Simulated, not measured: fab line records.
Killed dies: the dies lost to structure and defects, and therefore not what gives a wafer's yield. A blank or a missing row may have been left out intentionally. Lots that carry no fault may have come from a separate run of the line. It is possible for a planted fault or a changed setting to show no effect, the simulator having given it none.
Chamber matching / flow sky130 / 4 sister chambers for SKY_VIA4_CMP_21 on cmp-01
The step polishes, stops on SiO2, t overpolish 25 s, target thk 0 nm. 4 wafers are shown with their chamber, then 7 later ones without.

WAFERS PAIRED WITH THEIR CHAMBERS
wafer=L746.6; chamber=2; time-to-endpoint-s (s)=116
wafer=L745.1; chamber=1; time-to-endpoint-s (s)=121
wafer=L747.1; chamber=3; time-to-endpoint-s (s)=123
wafer=L747.2; chamber=0; time-to-endpoint-s (s)=120

WAFERS MISSING THEIR CHAMBER
wafer=L747.4; time-to-endpoint-s (s)=124
wafer=L749.2; time-to-endpoint-s (s)=118
wafer=L749.4; time-to-endpoint-s (s)=121
wafer=L749.6; time-to-endpoint-s (s)=124
wafer=L755.1; time-to-endpoint-s (s)=123
wafer=L755.3; time-to-endpoint-s (s)=117
wafer=L755.5; time-to-endpoint-s (s)=119

CHAMBER TAKEN BY EACH
wafer=L747.4; from the rows above=can't be placed: 3 or 1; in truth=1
wafer=L749.2; from the rows above=can't be placed: 0 or 2 or 1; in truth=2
wafer=L749.4; from the rows above=can't be placed: 1 or 0 or 3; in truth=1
wafer=L749.6; from the rows above=can't be placed: 3 or 1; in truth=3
wafer=L755.1; from the rows above=can't be placed: 3 or 1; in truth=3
wafer=L755.3; from the rows above=can't be placed: 2 or 0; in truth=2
wafer=L755.5; from the rows above=can't be placed: 0 or 1 or 2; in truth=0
Correctly placed: 0 of 7. Not placeable from these rows: 7 (in 7, the candidates include the true chamber). Number placed wrongly: 0.
How it was worked out, from the rows above alone: a wafer's distance from a chamber is the root of the sum, over the readings, of the square of ((its reading less the chamber's mean) divided by the reading's scatter). The wafer belongs to the nearest chamber; if the next one is less than 2 further off, it can't be placed. The mean given for a chamber averages the wafers shown for that chamber. The scatter: with one shown wafer a chamber, the root of the mean of the squares of how far each hidden wafer lies from its nearest shown one.
